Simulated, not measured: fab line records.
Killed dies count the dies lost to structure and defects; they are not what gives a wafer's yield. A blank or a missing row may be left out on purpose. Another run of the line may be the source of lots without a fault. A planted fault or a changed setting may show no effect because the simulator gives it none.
Split-lot experiment ; flow sky130 ; 5 lots, 23 wafers read, on a route of 708 steps

ABOUT THE SPLIT
At SKY_LDD_P_IMPLANT_09, the setting dose cm2 was moved away from the recipe's 1e+13 on 11 of the 23 wafers read, by -2.7% to +7.2%. All remaining wafers had this setting at the recipe value.

THE PATH FROM SPLIT TO READING: the file shows 1 step between them
- SKY_LDD_P_STRIP_10: strips in O2/N2

THE READING
LDD_P_TW, at SKY_LDD_P_TW_MEAS_11. Typical for fault-free wafers on this fab line: 631, with standard deviation 5.3.

wafer;tool, chamber at the split;dose cm2 as run;against the recipe;LDD_P_TW;against lot-mates on the recipe
L075.1;implanter-02, 0;1e+13;recipe;633;-
L075.2;implanter-02, 0;1.072e+13;+7.2%;645;+12
L075.4;implanter-02, 0;1e+13;recipe;633;-
L075.5;implanter-02, 0;1.072e+13;+7.2%;643;+10
L075.6;implanter-02, 0;1.072e+13;+7.2%;646;+13
L078.1;implanter-02, 0;1e+13;recipe;632;-
L078.4;implanter-02, 0;1e+13;recipe;630;-
L078.6;implanter-02, 0;1e+13;recipe;633;-
L079.1;implanter-02, 0;1e+13;recipe;625;-
L079.3;implanter-02, 0;1e+13;recipe;626;-
L079.4;implanter-02, 0;1.024e+13;+2.4%;630;+4
L079.5;implanter-02, 0;1.024e+13;+2.4%;632;+6
L079.6;implanter-02, 0;1e+13;recipe;626;-
L084.1;implanter-02, 0;1.032e+13;+3.2%;623;+2
L084.3;implanter-02, 0;1e+13;recipe;623;-
L084.4;implanter-02, 0;1e+13;recipe;618;-
L084.5;implanter-02, 0;1.032e+13;+3.2%;626;+6
L084.6;implanter-02, 0;1.032e+13;+3.2%;627;+6
L085.1;implanter-03, 0;1e+13;recipe;630;-
L085.2;implanter-03, 0;9.731e+12;-2.7%;628;-2
L085.3;implanter-03, 0;9.731e+12;-2.7%;629;-1
L085.4;implanter-03, 0;1e+13;recipe;630;-
L085.6;implanter-03, 0;9.731e+12;-2.7%;626;-4

FIT RESULTS
A straight line over all 23 wafers: LDD_P_TW changes by +1.57 for each +1% of dose cm2; r = +0.67; the points scatter about the line by 5.2.
The same after taking each lot's own level away (the mean of its wafers on the recipe; 23 wafers): +1.5 for each +1%; r = +0.95; scatter 1.5.
That fit puts the effect of the largest move of dose cm2 on the reading at 11.
The span of the lots' own levels, 620.5 to 633.0, comes to 2.4 times the standard deviation stated above.
So the lot-to-lot level blurs the effect unless lot-mates are compared.
Check: +11.1 against its lot-mates is what the line predicts for one of the wafers moved furthest among these (+7.2%) when that wafer is left out of the fit. It came out at +12 against them.

ADDITIONAL SPLITS CARRIED BY THESE WAFERS
These wafers also went through other splits before the reading. Each is held against what the fit with the lots' levels taken away leaves over:
other split on the same wafers;wafers away from the commonest value;r with LDD_P_TW (lot level and that fit taken away)
SKY_POLY_GATE_ETCH_17 icp w;9;-0.06
SKY_LDD_P_DEVELOP_06 develop time s;8;-0.13

THE FILE'S OWN FIT
LDD_P_TW changes by +1.54 for each +1% of dose cm2, r = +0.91.
